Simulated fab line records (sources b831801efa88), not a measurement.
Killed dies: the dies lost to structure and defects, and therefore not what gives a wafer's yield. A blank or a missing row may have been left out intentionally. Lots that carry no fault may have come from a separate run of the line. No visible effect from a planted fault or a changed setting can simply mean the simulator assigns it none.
What tool caused it? ; flow gf180mcu ; 18 wafers from 6 lots sampled at 2 of the route's 602 steps

## WHAT EACH GAUGE READ, for each wafer
GF_MIM_THK_MEAS_06.
lot;measured;on;MIM_CVD_05_THK (nm)
L809;day 25 00:39;film_metro-02;41.6 42.8 42.1
L812;day 25 19:15;film_metro-02;42.1 41.7 42.1
L823;day 29 09:43;film_metro-03;42.0 42.4 42.5
L827;day 30 13:28;film_metro-01;41.2 41.9 41.9
L829;day 30 20:02;film_metro-02;41.5 41.5 42.5
L831;day 31 09:32;film_metro-01;42.1 42.7 42.8

## EACH LOT AND THE TOOL THAT RAN IT (in order: tool; ch and the chambers of the sampled wafers; start)
lot;GF_MIM_CVD_05
L809;pecvd-03 ch 0,1, day 25 00:37
L812;pecvd-03 ch 0,1,2, day 25 19:13
L823;pecvd-02 ch 0,1,2, day 29 09:41
L827;pecvd-02 ch 0,1,2, day 30 13:25
L829;pecvd-01 ch 0,1,2, day 30 20:00
L831;pecvd-02 ch 0,2, day 31 09:29
- GF_MIM_CVD_05: deposits Si3N4, target thk 42 nm, time 29.086 s.

## THE ANSWER, worked out from the rows above alone
Rule: the usual values come from the lots themselves. Put in order of their means at a reading, lots are off if they are a third of the lots or fewer, leave a main group of 4 or more, and stand apart from it by a gap of 3 or more times the standard deviation of the main group's means; of several such gaps the widest counts. Not used: any main group whose means are identical at the precision the tables above print for the reading. A lot without any number at a reading at which 4 lots or more have one is off too. All remaining lots with rows at the step are treated as sound.
None of the lots is off at any reading shown; this tells nothing.

## WHAT THE SIMULATOR HAD INSERTED
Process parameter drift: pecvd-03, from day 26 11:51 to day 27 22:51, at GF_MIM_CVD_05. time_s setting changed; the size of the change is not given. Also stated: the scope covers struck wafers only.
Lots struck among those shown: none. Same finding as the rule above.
